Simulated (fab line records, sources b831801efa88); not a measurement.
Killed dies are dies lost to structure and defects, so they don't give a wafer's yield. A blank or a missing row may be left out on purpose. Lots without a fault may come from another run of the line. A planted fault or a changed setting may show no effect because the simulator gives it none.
A struck lot beside a sound one | flow sky130 | 22 steps out of a route of 708
Sound: wafers L946.1, L946.2, L946.3. Struck: wafer L960.6. (L960.2, L960.3 of the same lot were not struck and are left out.) The cause comes at the end.
At each step with rows: each side's tool, then ch and its chambers, then its first start. Under that, the readings that differ: sound wafers | struck wafers | difference of the means | sigmas: that difference in standard deviations of wafers without a fault.
alike: readings whose means differ by less than 2 such deviations, and words and numbers that are the same on both sides. not compared: withheld readings, readings that some wafer has no value for, bounds like >300 that may hide the same value, and numbers for which the record gives no deviation and whose values overlap.
The two part at a step that has a row with sigmas, a row that says differs or no value, or rows on one side only. Numbers that don't overlap but have no deviation are shown without sigmas and don't part them. A reading that every wafer of one side lacks parts them only if that side has two wafers or more.

SKY_VIA4_RS_MEAS_19: measures by four-point-probe.
  sound on film_metro-04, day 43 23:52; struck on film_metro-04, day 48 00:59
  alike: VIA4_W_RS
SKY_VIA4_THK_MEAS_20: measures by xrf.
  sound on film_metro-04, day 43 23:59; struck on film_metro-04, day 48 01:05
  alike: VIA4_W_THK
SKY_VIA4_CMP_21: polishes, stops on SiO2, t overpolish 25 s, target thk 0 nm.
  sound on cmp-01 ch 1,2,3, day 44 00:03; struck on cmp-01 ch 3, day 48 01:08
  alike: motor_current_A, overpolish_run_s, time_to_endpoint_s
then, 1 step without rows for these wafers: SKY_METAL5_SPUTTER_00 (material Ti, target thk 15 nm, time 10 s).
SKY_METAL5_SPUTTER_01: material TiN, target thk 20 nm, time 16.7 s.
  sound on pvd_sputter-03, day 44 00:22; struck on pvd_sputter-04, day 48 01:28
  alike: throttle_valve_pct
SKY_METAL5_SPUTTER_02: material AlCu, target thk 1150 nm, time 61.2 s.
  sound on pvd_sputter-03, day 44 00:24; struck on pvd_sputter-04, day 48 01:29
  alike: throttle_valve_pct
SKY_METAL5_SPUTTER_03: material Ti, target thk 5 nm, time 3.3 s.
  sound on pvd_sputter-03, day 44 00:27; struck on pvd_sputter-04, day 48 01:32
  alike: throttle_valve_pct
SKY_METAL5_SPUTTER_04: material TiN, target thk 70 nm, time 58.3 s.
  sound on pvd_sputter-03, day 44 00:28; struck on pvd_sputter-04, day 48 01:33
  alike: throttle_valve_pct
SKY_METAL5_RS_MEAS_05: measures by four-point-probe.
  sound on film_metro-02, day 44 00:31; struck on film_metro-04, day 48 01:37
  alike: METAL5_ALCU_RS
SKY_METAL5_THK_MEAS_06: measures by xrf.
  sound on film_metro-02, day 44 00:38; struck on film_metro-04, day 48 01:44
  alike: METAL5_ALCU_THK
then, 2 steps without rows for these wafers: SKY_METAL5_DEHYDRATE_07 (time 60 s); SKY_METAL5_HMDS_08 (prime time 60 s).
SKY_METAL5_COAT_09: resist thk 1800 nm.
  sound on litho_track-01 ch 0, day 44 11:04; struck on litho_track-04 ch 0, day 48 09:59
  reading                                     | sound          | struck | difference | sigmas
  model.NOVOLAK_of_METAL5_COAT_09.thk_nm (nm) | 1801 1800 1799 | 2166   | +366       |
then, 4 steps without rows for these wafers: SKY_METAL5_SOFTBAKE_10 (time 60 s); SKY_METAL5_EXPOSE_11 (exposes mask MM5, target cd 1600 nm); SKY_METAL5_PEB_12; SKY_METAL5_DEVELOP_13 (develop time 60 s).
SKY_METAL5_DESCUM_14: chemistry O2, time 11 s.
  sound on rie_metal-01 ch 0,1, day 44 22:12; struck on rie_metal-01 ch 1, day 48 20:10
  reading                 | sound          | struck | difference | sigmas
  model.METAL5.cd_nm (nm) | 1602 1602 1601 | 1624   | +22        |
  alike: drypump_motor_current_A, oes_product_au
  not compared: rf_hours_counter_h
SKY_METAL5_METAL_ETCH_15: etches the open film in Cl2/BCl3, stops on SiO2, target depth 1260 nm, time 252 s.
  sound on rie_metal-01 ch 0,1, day 44 22:14; struck on rie_metal-01 ch 1, day 48 20:11
  reading                                     | sound          | struck | difference | sigmas
  model.NOVOLAK_of_METAL5_COAT_09.thk_nm (nm) | 1021 1025 1022 | 1393   | +370       |
  model.METAL5.cd_nm (nm)                     | 1599 1598 1597 | 1625   | +27        |
  alike: drypump_motor_current_A, oes_product_au, throttle_valve_pct
  not compared: rf_hours_counter_h
SKY_METAL5_STRIP_16: strips in O2/N2.
  sound on plasma_asher-03 ch 0,1, day 44 22:28; struck on plasma_asher-01 ch 1, day 48 20:26
  reading                      | sound             | struck | difference | sigmas
  drypump_motor_current_A (A)  | 5.8 5.7 5.7       | 6.7    | +1.0       | +2
  strip_time_to_endpoint_s (s) | 12.90 12.96 12.90 | 17.12  | +4.20      | +43
  alike: n2_flow_sccm, oes_product_au
  not compared: rf_hours_counter_h
then, 1 step without rows for these wafers: SKY_METAL5_STRIP_17 (strips in post etch residue remover, time 1200 s).
SKY_PAD_OPEN_PROBE_99:
  sound on prober-01, day 46 19:59; struck on prober-02, day 50 09:31
  reading                        | sound          | struck | difference | sigmas
  model.etest.met5.width_nm (nm) | 1600 1597 1599 | 1626   | +27        |
  alike: defect_limited_yield, killed_at_M0_to_M3, killed_at_M4_up, killed_at_contacts, killed_at_front_end, killed_at_other, killed_dies, killed_open, killed_short, sort_bin_3_pad_short, sort_bin_5_function, sort_bin_6_memory, sort_n_pass, sort_yield_pct

WHERE THEY PART
Only at SKY_METAL5_STRIP_16, within this record. Later steps at which nothing parts them and some readings are alike: SKY_PAD_OPEN_PROBE_99.

WHY: what the simulator had put in
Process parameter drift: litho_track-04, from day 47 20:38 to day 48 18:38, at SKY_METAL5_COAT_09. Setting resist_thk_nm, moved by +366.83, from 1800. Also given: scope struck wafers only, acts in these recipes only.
